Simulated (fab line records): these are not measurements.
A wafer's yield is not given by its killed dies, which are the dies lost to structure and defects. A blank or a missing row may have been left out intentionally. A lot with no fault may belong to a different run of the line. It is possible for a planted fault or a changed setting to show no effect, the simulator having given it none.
fab line records + flow gf180mcu
record
- lots=7
- wafers=21
- last-day=33
route steps=602 shown NSD@238 PSD@248
lots that met no fault: from a run of the same line without faults
start-h: start of the lot's first displayed wafer, in hours after the record's first day + wait-h: hours elapsed since this lot's preceding step + " same as the row above + L1.1+2: several wafers, shown together as one row + - no value, or no start was given + * or withheld: withheld + < > ~ a bound
route shown NAME@n: a module of which the file shows steps, and the number in the route of the first + usual: mean and standard deviation over wafers with no fault + same: alike in all rows + chamber/n: place in a boat + sites: readings site by site + _std_site: the values' standard deviation + _edge_site: outer sites' mean less inner sites' + radius-mm: for every site, how far away it sits from the centre of the wafer + mask NAME#n: copy n + behind: tool/chamber where the wafer was last shaped + hold: why the lot was held/for how many hours/how that ended + device: which transistor (n, p or np) failed to switch + end of line: tests of these same wafers at the route's end + a step with no rows: only its recipe + killed: dies lost to structure and defects at the first sort, not the wafer's yield + map: per-die view of a wafer (x killed, . not killed, _ where there is no die)
set.NAME: setting as actually run; set.NAME@STEP: the setting as run at that earlier step + model.NAME: the simulator's own value behind a step, which no gauge read
lots at some steps of the route; a table a step, a row a wafer
services: when a tool's chamber went out of use (start-h, in hours from the record's first day, below 0 if earlier), for how many hours, and the reason
## steps
# step GF_NSD_SOFTBAKE_03
# recipe
- temp-c=90
- time-s=60
- resist=NOVOLAK
# step GF_NSD_EXPOSE_04
# recipe
- mask-id=Nplus
- target-cd-nm=400
- na=0.6
- source-shape=conventional
- sigma-outer=0.6
- dose-mj=140
# step GF_NSD_PEB_05
# recipe
- temp-c=withheld
- time-s=*
- resist=NOVOLAK
# step GF_NSD_DEVELOP_06
# recipe
- develop-time-s=60
- dev-temp-c=23
# step GF_NSD_CD_MEAS_07
# recipe
- target-cd-nm=400
# usual
- cd-nm=400.6/2.2
| lot.wafer | tool      | chamber | start-h | wait-h | cd-nm |
|-----------|-----------|---------|---------|--------|-------|
| L796.4    | cd-sem-01 | -       | 377.71  | 0.1    | 396.5 |
| L796.5    | "         | -       | "       | "      | 396.5 |
| L796.6    | "         | -       | "       | "      | 398.9 |
| L803.2    | cd-sem-02 | -       | 408.91  | 0.1    | 401.9 |
| L803.3    | "         | -       | "       | "      | 399.9 |
| L803.6    | "         | -       | "       | "      | 401.1 |
| L802.1    | cd-sem-01 | -       | 409.36  | 0.1    | 400.8 |
| L802.4    | "         | -       | "       | "      | 403.4 |
| L802.6    | "         | -       | "       | "      | 402.3 |
| L806.1    | cd-sem-02 | -       | 427.09  | 0.1    | 398.7 |
| L806.2    | "         | -       | "       | "      | 401.3 |
| L806.3    | "         | -       | "       | "      | 398.7 |
| L804.2    | cd-sem-02 | -       | 431.16  | 0.1    | 397.4 |
| L804.4    | "         | -       | "       | "      | 396.6 |
| L804.6    | "         | -       | "       | "      | 399.0 |
| L808.1    | cd-sem-02 | -       | 448.71  | 0.1    | 401.9 |
| L808.4    | "         | -       | "       | "      | 403.5 |
| L808.6    | "         | -       | "       | "      | 404.0 |
| L810.1    | cd-sem-01 | -       | 460.89  | 0.1    | 404.6 |
| L810.2    | "         | -       | "       | "      | 403.4 |
| L810.3    | "         | -       | "       | "      | 403.3 |
# step GF_NSD_OVL_MEAS_08
# usual
- NSD_OVL=0.8/1.9
| lot.wafer | tool       | chamber | start-h | wait-h | NSD_OVL[nm] |
|-----------|------------|---------|---------|--------|-------------|
| L796.4    | overlay-01 | -       | 377.78  | 0.1    | 2.5         |
| L796.5    | "          | -       | "       | "      | 4.4         |
| L796.6    | "          | -       | "       | "      | 3.9         |
| L803.2    | overlay-02 | -       | 409.02  | 0.1    | 1.1         |
| L803.3    | "          | -       | "       | "      | 1.1         |
| L803.6    | "          | -       | "       | "      | 1.2         |
| L802.1    | overlay-02 | -       | 409.48  | 0.1    | 0.3         |
| L802.4    | "          | -       | "       | "      | 0.9         |
| L802.6    | "          | -       | "       | "      | 2.0         |
| L806.1    | overlay-01 | -       | 427.21  | 0.1    | 1.1         |
| L806.2    | "          | -       | "       | "      | 0.7         |
| L806.3    | "          | -       | "       | "      | 2.8         |
| L804.2    | overlay-01 | -       | 431.27  | 0.1    | 0.8         |
| L804.4    | "          | -       | "       | "      | 4.3         |
| L804.6    | "          | -       | "       | "      | 0.0         |
| L808.1    | overlay-01 | -       | 448.83  | 0.1    | 1.0         |
| L808.4    | "          | -       | "       | "      | -0.6        |
| L808.6    | "          | -       | "       | "      | 0.6         |
| L810.1    | overlay-01 | -       | 461.01  | 0.1    | -3.0        |
| L810.2    | "          | -       | "       | "      | -2.7        |
| L810.3    | "          | -       | "       | "      | -3.1        |
# step GF_NSD_IMPLANT_09
# recipe
- species=As
- energy-kev=60
- dose-cm2=4e+15
- tilt-deg=7
# step GF_NSD_IMPLANT_10
# recipe
- species=P
- energy-kev=40
- dose-cm2=5e+14
- tilt-deg=7
# step GF_NSD_STRIP_11
# recipe
- chemistry=O2/N2
- power-w=1400
- pressure-mtorr=1500
- platen-temp-c=250
- o2-flow-sccm=3000
- n2-flow-sccm=300
- overash-fraction=0.5
# usual
- drypump-motor-current-A=5.83/0.14
- heater-power-w=343/13
- oes-product-au=0.487/0.0043
- strip-time-to-endpoint-s=22.97/0.037
| lot.wafer | tool            | chamber | start-h | wait-h | drypump-motor-current-A | heater-power-w | oes-product-au | rf-hours-counter-h | strip-time-to-endpoint-s |
|-----------|-----------------|---------|---------|--------|-------------------------|----------------|----------------|--------------------|--------------------------|
| L796.4    | plasma-asher-03 | 1       | 378.13  | 0.1    | 5.86                    | 355            | 0.484          | -                  | 23.01                    |
| L796.5    | "               | 1       | "       | "      | 5.86                    | 354            | 0.487          | -                  | 22.98                    |
| L796.6    | "               | 0       | "       | "      | 6.08                    | 329            | 0.489          | -                  | 23.00                    |
| L803.2    | plasma-asher-03 | 1       | 409.35  | 0.1    | 5.86                    | 348            | 0.485          | 63                 | 22.95                    |
| L803.3    | "               | 0       | "       | "      | 6.11                    | 325            | 0.487          | -                  | 22.93                    |
| L803.6    | "               | 0       | "       | "      | 6.10                    | 327            | 0.488          | -                  | 22.95                    |
| L802.1    | plasma-asher-03 | 1       | 409.82  | 0.1    | 5.86                    | 353            | 0.490          | 63                 | 22.98                    |
| L802.4    | "               | 1       | "       | "      | 5.86                    | 351            | 0.489          | -                  | 22.96                    |
| L802.6    | "               | 0       | "       | "      | 6.10                    | 327            | 0.488          | -                  | 22.97                    |
| L806.1    | plasma-asher-03 | 1       | 427.55  | 0.1    | 5.87                    | 353            | 0.481          | 66                 | 23.01                    |
| L806.2    | "               | 0       | "       | "      | 6.10                    | 330            | 0.491          | 66                 | 22.96                    |
| L806.3    | "               | 1       | "       | "      | 5.85                    | 352            | 0.483          | -                  | 23.01                    |
| L804.2    | plasma-asher-03 | 1       | 431.60  | 0.1    | 5.87                    | 347            | 0.491          | 66                 | 22.96                    |
| L804.4    | "               | 1       | "       | "      | 5.85                    | 346            | 0.488          | -                  | 22.97                    |
| L804.6    | "               | 1       | "       | "      | 5.84                    | 354            | 0.487          | -                  | 22.90                    |
| L808.1    | plasma-asher-03 | 0       | 449.16  | 0.1    | 6.11                    | 323            | 0.482          | 68                 | 22.93                    |
| L808.4    | "               | 1       | "       | "      | 5.87                    | 351            | 0.489          | -                  | 22.94                    |
| L808.6    | "               | 0       | "       | "      | 6.11                    | 330            | 0.492          | -                  | 22.91                    |
| L810.1    | plasma-asher-01 | 0       | 461.35  | 0.1    | 5.74                    | 345            | 0.487          | 36                 | 22.93                    |
| L810.2    | "               | 1       | "       | "      | 5.72                    | 335            | 0.483          | 36                 | 22.94                    |
| L810.3    | "               | 0       | "       | "      | 5.74                    | 351            | 0.487          | -                  | 22.95                    |
# step GF_NSD_TW_MEAS_12
# usual
- NSD_TW=4208/24
| lot.wafer | tool          | chamber | start-h | wait-h | NSD_TW |
|-----------|---------------|---------|---------|--------|--------|
| L796.4    | film-metro-01 | -       | 378.23  | 0.1    | 4192   |
| L796.5    | "             | -       | "       | "      | 4196   |
| L796.6    | "             | -       | "       | "      | 4187   |
| L803.2    | film-metro-01 | -       | 409.46  | 0.1    | 4167   |
| L803.3    | "             | -       | "       | "      | 4149   |
| L803.6    | "             | -       | "       | "      | 4164   |
| L802.1    | film-metro-03 | -       | 409.92  | 0.1    | 4209   |
| L802.4    | "             | -       | "       | "      | 4235   |
| L802.6    | "             | -       | "       | "      | 4231   |
| L806.1    | film-metro-04 | -       | 427.65  | 0.1    | 4219   |
| L806.2    | "             | -       | "       | "      | 4211   |
| L806.3    | "             | -       | "       | "      | 4215   |
| L804.2    | film-metro-01 | -       | 431.71  | 0.1    | 4173   |
| L804.4    | "             | -       | "       | "      | 4182   |
| L804.6    | "             | -       | "       | "      | 4185   |
| L808.1    | film-metro-01 | -       | 449.26  | 0.1    | 4203   |
| L808.4    | "             | -       | "       | "      | 4218   |
| L808.6    | "             | -       | "       | "      | 4201   |
| L810.1    | film-metro-04 | -       | 461.45  | 0.1    | 4191   |
| L810.2    | "             | -       | "       | "      | 4215   |
| L810.3    | "             | -       | "       | "      | 4195   |
# step GF_PSD_DEHYDRATE_00
# recipe
- temp-c=200
- time-s=60
# step GF_PSD_HMDS_01
# recipe
- prime-time-s=60
- prime-temp-c=120
# step GF_PSD_COAT_02
# recipe
- resist=NOVOLAK
- spin-rpm=3000
- resist-thk-nm=1000
# usual
- chill-plate-temp-C=23.01/0.12
- dispense-pressure-kPa=56/4.3
| lot.wafer | tool           | chamber | start-h | wait-h | chill-plate-temp-C | dispense-pressure-kPa |
|-----------|----------------|---------|---------|--------|--------------------|-----------------------|
| L796.4    | litho-track-02 | 0       | 388.97  | 0.1    | 22.96              | 58                    |
| L796.5    | "              | 0       | "       | "      | 22.85              | 58                    |
| L796.6    | "              | 0       | "       | "      | 22.89              | 58                    |
| L803.2    | litho-track-03 | 0       | 420.36  | 0.1    | 22.95              | 48                    |
| L803.3    | "              | 0       | "       | "      | 23.00              | 48                    |
| L803.6    | "              | 0       | "       | "      | 23.04              | 48                    |
| L802.1    | litho-track-02 | -       | 421.84  | 0.1    | -                  | -                     |
| L802.4    | "              | -       | "       | "      | -                  | -                     |
| L802.6    | "              | -       | "       | "      | -                  | -                     |
| L806.1    | litho-track-04 | -       | 439.36  | 0.1    | -                  | -                     |
| L806.2    | "              | -       | "       | "      | -                  | -                     |
| L806.3    | "              | -       | "       | "      | -                  | -                     |
| L804.2    | litho-track-03 | -       | 444.06  | 0.1    | -                  | -                     |
| L804.4    | "              | -       | "       | "      | -                  | -                     |
| L804.6    | "              | -       | "       | "      | -                  | -                     |
| L808.1    | litho-track-02 | 0       | 460.69  | 0.1    | 22.95              | 58                    |
| L808.4    | "              | 0       | "       | "      | 23.06              | 58                    |
| L808.6    | "              | 0       | "       | "      | 22.96              | 58                    |
| L810.1    | litho-track-02 | 0       | 473.84  | 0.1    | 23.08              | 58                    |
| L810.2    | "              | 0       | "       | "      | 23.14              | 58                    |
| L810.3    | "              | 0       | "       | "      | 23.00              | 58                    |
# step GF_PSD_SOFTBAKE_03
# recipe
- temp-c=90
- time-s=60
- resist=NOVOLAK
# step GF_PSD_EXPOSE_04
# recipe
- mask-id=Pplus
- target-cd-nm=400
- na=0.6
- source-shape=conventional
- sigma-outer=0.6
- dose-mj=140
# step GF_PSD_PEB_05
# recipe
- temp-c=withheld
- time-s=*
- resist=NOVOLAK
# step GF_PSD_DEVELOP_06
# recipe
- develop-time-s=60
- dev-temp-c=23
# step GF_PSD_CD_MEAS_07
# recipe
- target-cd-nm=400
# usual
- cd-nm=399.6/2
| lot.wafer | tool      | chamber | start-h | wait-h | cd-nm |
|-----------|-----------|---------|---------|--------|-------|
| L796.4    | cd-sem-01 | -       | 401.14  | 0.2    | 397.1 |
| L796.5    | "         | -       | "       | "      | 397.9 |
| L796.6    | "         | -       | "       | "      | 398.8 |
| L803.2    | cd-sem-01 | -       | 432.66  | 0.1    | 399.9 |
| L803.3    | "         | -       | "       | "      | 399.9 |
| L803.6    | "         | -       | "       | "      | 398.9 |
| L802.1    | cd-sem-01 | -       | 433.89  | 0.1    | -     |
| L802.4    | "         | -       | "       | "      | -     |
| L802.6    | "         | -       | "       | "      | -     |
| L806.1    | cd-sem-02 | -       | 451.68  | 0.1    | -     |
| L806.2    | "         | -       | "       | "      | -     |
| L806.3    | "         | -       | "       | "      | -     |
| L804.2    | cd-sem-01 | -       | 456.00  | 0.1    | -     |
| L804.4    | "         | -       | "       | "      | -     |
| L804.6    | "         | -       | "       | "      | -     |
| L808.1    | cd-sem-01 | -       | 473.06  | 0.1    | 404.6 |
| L808.4    | "         | -       | "       | "      | 401.5 |
| L808.6    | "         | -       | "       | "      | 401.4 |
| L810.1    | cd-sem-01 | -       | 484.91  | 0.1    | 400.6 |
| L810.2    | "         | -       | "       | "      | 401.9 |
| L810.3    | "         | -       | "       | "      | 400.9 |
# step GF_PSD_OVL_MEAS_08
# usual
- PSD_OVL=1.2/1.2
| lot.wafer | tool       | chamber | start-h | wait-h | PSD_OVL[nm] |
|-----------|------------|---------|---------|--------|-------------|
| L796.4    | overlay-01 | -       | 401.22  | 0.1    | 1.7         |
| L796.5    | "          | -       | "       | "      | 1.0         |
| L796.6    | "          | -       | "       | "      | -0.4        |
| L803.2    | overlay-01 | -       | 432.77  | 0.1    | 2.6         |
| L803.3    | "          | -       | "       | "      | 3.5         |
| L803.6    | "          | -       | "       | "      | 2.0         |
| L802.1    | overlay-02 | -       | 434.01  | 0.1    | -           |
| L802.4    | "          | -       | "       | "      | -           |
| L802.6    | "          | -       | "       | "      | -           |
| L806.1    | overlay-01 | -       | 451.80  | 0.1    | -           |
| L806.2    | "          | -       | "       | "      | -           |
| L806.3    | "          | -       | "       | "      | -           |
| L804.2    | overlay-02 | -       | 456.11  | 0.1    | -           |
| L804.4    | "          | -       | "       | "      | -           |
| L804.6    | "          | -       | "       | "      | -           |
| L808.1    | overlay-02 | -       | 473.18  | 0.1    | 2.5         |
| L808.4    | "          | -       | "       | "      | 2.4         |
| L808.6    | "          | -       | "       | "      | 2.4         |
| L810.1    | overlay-02 | -       | 485.03  | 0.1    | 1.0         |
| L810.2    | "          | -       | "       | "      | 2.1         |
| L810.3    | "          | -       | "       | "      | 3.9         |
## services
| tool            | chamber | start-h | hours | kind |
|-----------------|---------|---------|-------|------|
| plasma-asher-01 | -       | 404.73  | 14.6  | pm   |
## key
first-sign
- step=GF_PSD_COAT_02
- reading=tool-record
- direction=missing
effect
- step=GF_PSD_CD_MEAS_07
- reading=cd-nm
- direction=missing
effect
- step=GF_PSD_OVL_MEAS_08
- reading=PSD_OVL
- direction=missing
met-at GF_PSD_COAT_02
struck-wafers L802.1,L802.4,L802.6,L804.2,L804.4,L804.6,L806.1,L806.2,L806.3
sort-left-out L802.1,L802.4,L802.6,L804.2,L804.4,L804.6,L806.1,L806.2,L806.3
tester-left-out L802,L804,L806
onset-between 420.36 421.84
fault
- kind=skipped-step-whole
- tool=litho-track-02,litho-track-03,litho-track-04
- chamber=-
- onset-h=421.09
- steps=GF_PSD_COAT_02
- scope=struck-lots-only
# tester-left-out: of these lots the tester's yield and bins aren't shown, on N5 and GAA mostly nor the transistor test; their killed dies are dies lost to structure and defects alone, not to doping, threshold or leakage, so they don't give the yield
# sort-left-out: the simulated sort isn't trusted on such a fault, so these wafers' sort isn't shown, and their yield isn't known
